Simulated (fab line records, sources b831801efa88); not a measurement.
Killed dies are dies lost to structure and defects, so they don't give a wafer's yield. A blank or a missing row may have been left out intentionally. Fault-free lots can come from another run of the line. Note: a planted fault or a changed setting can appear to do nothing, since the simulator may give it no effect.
A struck lot beside a sound one    flow sky130    14 steps out of a route of 708
Sound: wafers L158.1, L158.2, L158.3. Wafers L164.2, L164.4, L164.5 were the ones struck. The cause is named last.
Order at every step that has rows: each side's tool, ch and its chambers, its first start. Under that, the readings that differ: sound wafers    struck wafers    difference of the means    sigmas: that difference in standard deviations of wafers without a fault.
alike: readings whose means differ by less than 2 such deviations, and words and numbers that are the same on both sides. not compared: withheld readings, readings that some wafer has no value for, bounds like >300 that may hide the same value, and numbers for which the record gives no deviation and whose values overlap.
A row with sigmas, a row that says differs or no value, or rows on one side alone: a step with any of these is where the two part. Non-overlapping numbers with no deviation appear without sigmas and do not part them. Lack of a reading on every wafer of one side parts them only where that side has two or more wafers.

SKY_CAP2M_OVL_MEAS_12:
  sound on overlay-02 at day 45 01:22; struck on overlay-01 at day 46 19:54
  alike: CAP2M_OVL
SKY_CAP2M_METAL_ETCH_13: etches TiN in Cl2/BCl3, stops on SiO2, target depth 220 nm, time 62.9 s.
  sound on rieMetal-02 ch 1, day 45 01:24; struck on rieMetal-03 ch 0,1, day 46 19:56
  alike: drypumpMotorCurrentA, oesProductAu, throttleValvePct
  not compared: rfHoursCounterH
SKY_CAP2M_STRIP_14: strips in O2/N2.
  sound on plasmaAsher-03 ch 0,1, day 45 01:34; struck on plasmaAsher-03 ch 0,1, day 46 20:01
  alike: drypumpMotorCurrentA, oesProductAu, stripTimeToEndpointS
  not compared: rfHoursCounterH
then, 9 steps without rows for these wafers: SKY_CAP2M_STRIP_15 (strips in post etch residue remover, time 1200 s); SKY_CAP2M_CLEAN_16 (cleans in IPA, time 180 s); SKY_CAP2M_CLEAN_17 (cleans in O3/DIW); SKY_METAL4_DEHYDRATE_05 (time 60 s); SKY_METAL4_HMDS_06 (prime time 60 s); SKY_METAL4_COAT_07 (resist thk 60 nm); SKY_METAL4_COAT_08 (resist thk 1140 nm); SKY_METAL4_SOFTBAKE_09 (time 90 s); SKY_METAL4_EXPOSE_10 (exposes mask MM4, target cd 300 nm).
SKY_METAL4_PEB_11:
  struck on lithoTrack-01, day 47 17:00; sound on lithoTrack-01 ch 0, day 45 23:00
reading         sound           struck  difference                     sigmas
exhaustPa (Pa)  46.7 44.8 45.3  - - -   no value on the struck wafers  
  not compared: chillPlateTempC
then, 1 step without rows for these wafers: SKY_METAL4_DEVELOP_12 (develop time 60 s).

WHERE THEY PART
Within this record, at SKY_METAL4_PEB_11 only.

WHY: what had been put in by the simulator
Skipped step whole: lithoTrack-01, from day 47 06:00 on, at SKY_METAL4_PEB_11. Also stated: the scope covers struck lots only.
